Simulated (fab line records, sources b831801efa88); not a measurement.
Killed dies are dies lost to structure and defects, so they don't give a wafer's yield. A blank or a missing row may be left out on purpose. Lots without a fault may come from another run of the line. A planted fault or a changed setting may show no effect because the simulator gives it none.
Tool commonality check | flow gf180mcu | 11 lots, 33 wafers sampled

WHY IT WAS OPENED
At GF_M5_OVL_MEAS_08 the reading M5_OVL is flagged on 4 of 11 lots. Wafers without a fault read -1 nm, standard deviation 4.6.
Rule: a lot is flagged when every wafer of it that has a number lies more than 4 standard deviations from that mean, or none has a number. The other lots count as sound.

lot  | measured     | on         | M5_OVL (nm), wafer by wafer | flag
L207 | day 26 08:52 | overlay-01 | -9 -8 -8                    |
L208 | day 26 15:16 | overlay-01 | -4 -4 0                     |
L209 | day 26 22:11 | overlay-02 | 0 -1 -4                     |
L211 | day 27 17:37 | overlay-01 | 56 54 57                    | FLAGGED
L210 | day 27 19:17 | overlay-02 | 53 52 53                    | FLAGGED
L212 | day 28 04:49 | overlay-02 | 56 51 57                    | FLAGGED
L216 | day 29 08:44 | overlay-01 | 55 59 56                    | FLAGGED
L218 | day 30 00:29 | overlay-01 | -1 -9 -7                    |
L219 | day 30 05:04 | overlay-01 | -7 -6 -3                    |
L220 | day 30 09:59 | overlay-01 | -1 1 -1                     |
L228 | day 32 11:29 | overlay-01 | -9 -1 -7                    |
The numbers of the flagged lots are 55 nm on average: +56 nm against the usual, or +12 standard deviations.

WHICH TOOL RAN EACH LOT
The record holds 2 process steps before the reading, out of a route of 602 steps. In each cell: the tool, then ch and the chambers that the sampled wafers went through, then the start.
lot  | flag    | GF_V4_SPUTTER_21             | GF_M5_EXPOSE_04
L207 |         | pvd_sputter-01, day 24 12:17 | krf_scanner-02 ch 0, day 25 22:53
L208 |         | pvd_sputter-01, day 24 19:16 | krf_scanner-01 ch 0, day 26 04:46
L209 |         | pvd_sputter-02, day 25 02:50 | krf_scanner-02 ch 0, day 26 12:02
L211 | FLAGGED | pvd_sputter-02, day 25 23:01 | krf_scanner-02 ch 0, day 27 08:05
L210 | FLAGGED | pvd_sputter-01, day 26 00:37 | krf_scanner-02 ch 0, day 27 08:59
L212 | FLAGGED | pvd_sputter-02, day 26 10:38 | krf_scanner-02 ch 0, day 27 19:00
L216 | FLAGGED | pvd_sputter-03, day 27 16:18 | krf_scanner-02 ch 0, day 28 23:13
L218 |         | pvd_sputter-02, day 28 08:09 | krf_scanner-01 ch 0, day 29 15:07
L219 |         | pvd_sputter-02, day 28 13:23 | krf_scanner-01 ch 0, day 29 19:56
L220 |         | pvd_sputter-02, day 28 18:10 | krf_scanner-01 ch 0, day 30 01:06
L228 |         | pvd_sputter-02, day 30 22:58 | krf_scanner-01 ch 0, day 32 03:04
What these steps do:
- GF_V4_SPUTTER_21: material Ti, target thk 15 nm, time 80.02 s.
- GF_M5_EXPOSE_04: exposes mask Metal5, target cd 280 nm.
- GF_M5_OVL_MEAS_08

FLAGGED OVER TOTAL, TOOL BY TOOL (the gauges that took the reading come last)
step              | tool           | lots run | flagged | share of the flagged lots | sound lots run after its first flagged lot
GF_V4_SPUTTER_21  | pvd_sputter-01 | 3        | 1       | some                      | 0
GF_V4_SPUTTER_21  | pvd_sputter-02 | 7        | 2       | some                      | 4 (L218,L219,L220,L228)
GF_V4_SPUTTER_21  | pvd_sputter-03 | 1        | 1       | some                      | 0
GF_M5_EXPOSE_04   | krf_scanner-01 | 5        | 0       | none                      | -
GF_M5_EXPOSE_04   | krf_scanner-02 | 6        | 4       | all                       | 0
GF_M5_OVL_MEAS_08 | overlay-01     | 8        | 2       | some                      | 4 (L218,L219,L220,L228)
GF_M5_OVL_MEAS_08 | overlay-02     | 3        | 2       | some                      | 0

WHAT THE TABLE ALLOWS
1 row of the table ran every flagged lot: krf_scanner-02 at GF_M5_EXPOSE_04.
- krf_scanner-02 at GF_M5_EXPOSE_04: 4 of its 6 lots flagged. Its last sound lot is L209 (day 26 12:02), its first flagged lot L211 (day 27 08:05): a fault that began between those two fits.
One tool is left: krf_scanner-02 at GF_M5_EXPOSE_04.

WHAT THE SIMULATOR HAD PUT IN
Scanner matching overlay: krf_scanner-02, from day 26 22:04 on, at GF_M5_EXPOSE_04. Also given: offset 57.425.
Lots struck among those shown: L211, L210, L212, L216. The rule above found the same.
